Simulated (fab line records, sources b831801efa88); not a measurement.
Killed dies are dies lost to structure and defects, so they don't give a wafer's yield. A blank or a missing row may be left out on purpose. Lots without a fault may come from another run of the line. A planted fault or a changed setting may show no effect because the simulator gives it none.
Problem report in the 8D (eight disciplines) form, filled by code | flow sky130 | the parts of the form that need people (team, actions taken, sign-off) are left out

1. THE PROBLEM
POLY_GATE_CVD_00_THK at SKY_POLY_GATE_THK_MEAS_01 reads a mean of 153.7 nm on 9 wafers of 3 lots; wafers without a fault read 180.1 nm with a standard deviation of 1.9. That is -14 standard deviations from the usual mean.
First seen on wafer L972.2, day 16 14:01, on film_metro-01. The record holds 39 wafers of 13 lots with a number at this step. Rule for "out", or "out of limits": more than 4 standard deviations from the usual mean. The other wafers with a number count as sound.

2. WHAT IT IS AND WHAT IT IS NOT
question                    | is                                          | is not
which readings at this step | POLY_GATE_CVD_00_THK                        | -
which lots                  | L972, L973, L974                            | L967, L970, L971, L983, L984, L985, L986, L987, L988, L989
which wafers of those lots  | all that have a number                      | -
read on which gauges        | film_metro-01, film_metro-02, film_metro-04 | -
when                        | from day 16 14:01                           | up to then (9 sound wafers); but 21 sound wafers of L983, L984, L985, L986, L987, L988, L989 came after

3. SUSPECTS, AND WHAT RULES EACH OUT
Counting: a tool at a process step up to the reading stays a suspect if it ran every lot that is out and no sound lot after the first of them.
- the gauge at SKY_POLY_GATE_THK_MEAS_01: ruled out. The wafers that are out were read on 3 gauges (film_metro-01, film_metro-02, film_metro-04).
- lpcvd-01 at SKY_POLY_GATE_CVD_00 (deposits poly-Si, target thk 180 nm, time 720 s): ruled out as a lasting fault. Sound lots L983, L984, L985, L987, L986, L988, L989 ran on it after its first lot that is out, L972 (day 16 12:48).
Left after counting: nothing in the record.

4. THE CAUSE (what the simulator had put in)
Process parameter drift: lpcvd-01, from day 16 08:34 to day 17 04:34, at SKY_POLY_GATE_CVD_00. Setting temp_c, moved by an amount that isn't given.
Counting ruled it out, wrongly: the rule takes a fault to strike every lot that its tool runs from its start on, and this one did not.

5. THE CHAIN OF EFFECTS, in route order
Each row: a reading whose mean over the struck wafers that have a number lies more than 3 standard deviations from the usual. Only readings for which the record gives a usual standard deviation are gone through. hours: the time from each lot's start at the first step in this table that gives one to its start at this step, as a median over the lots. sigmas: the change in usual standard deviations.
hours | step                      | reading              | usual      | on struck wafers | change | sigmas
0     | SKY_POLY_GATE_CVD_00      | spike_tc_bottom_C    | 642.5 C    | 634.9            | -7.6   | -5.1
0     | SKY_POLY_GATE_CVD_00      | spike_tc_centre_C    | 620.5 C    | 612.6            | -7.9   | -7.1
0     | SKY_POLY_GATE_CVD_00      | spike_tc_lower_C     | 619.6 C    | 611.7            | -7.9   | -7.2
0     | SKY_POLY_GATE_CVD_00      | spike_tc_top_C       | 643.2 C    | 636.3            | -6.9   | -3.5
0     | SKY_POLY_GATE_CVD_00      | spike_tc_upper_C     | 620.7 C    | 613.5            | -7.2   | -7.3
0     | SKY_POLY_GATE_CVD_00      | susceptor_temp_C     | 620.0 C    | 612.9            | -7.1   | -21
1     | SKY_POLY_GATE_THK_MEAS_01 | POLY_GATE_CVD_00_THK | 180.1 nm   | 153.7            | -26.4  | -14
62    | SKY_POLY_GATE_ETCH_17     | oes_product_au       | 0.985 a.u. | 0.888            | -0.097 | -13
The process steps in it:
- SKY_POLY_GATE_CVD_00: deposits poly-Si, target thk 180 nm, time 720 s.
- SKY_POLY_GATE_ETCH_17: etches poly-Si in HBr/Cl2, stops on SiO2, target depth 180 nm, time 70.5 s.

6. WHAT WOULD HAVE CAUGHT IT SOONER
In this record the first reading out of limits at a measuring or inspecting step was taken at day 16 14:01, 5 hours after the fault began at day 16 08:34.
The tool's own readings at SKY_POLY_GATE_CVD_00 were out on every struck wafer that the step has a row for (spike_tc_bottom_C, spike_tc_centre_C, spike_tc_lower_C, spike_tc_upper_C, susceptor_temp_C): an alarm limit on them would have fired on the first of those.
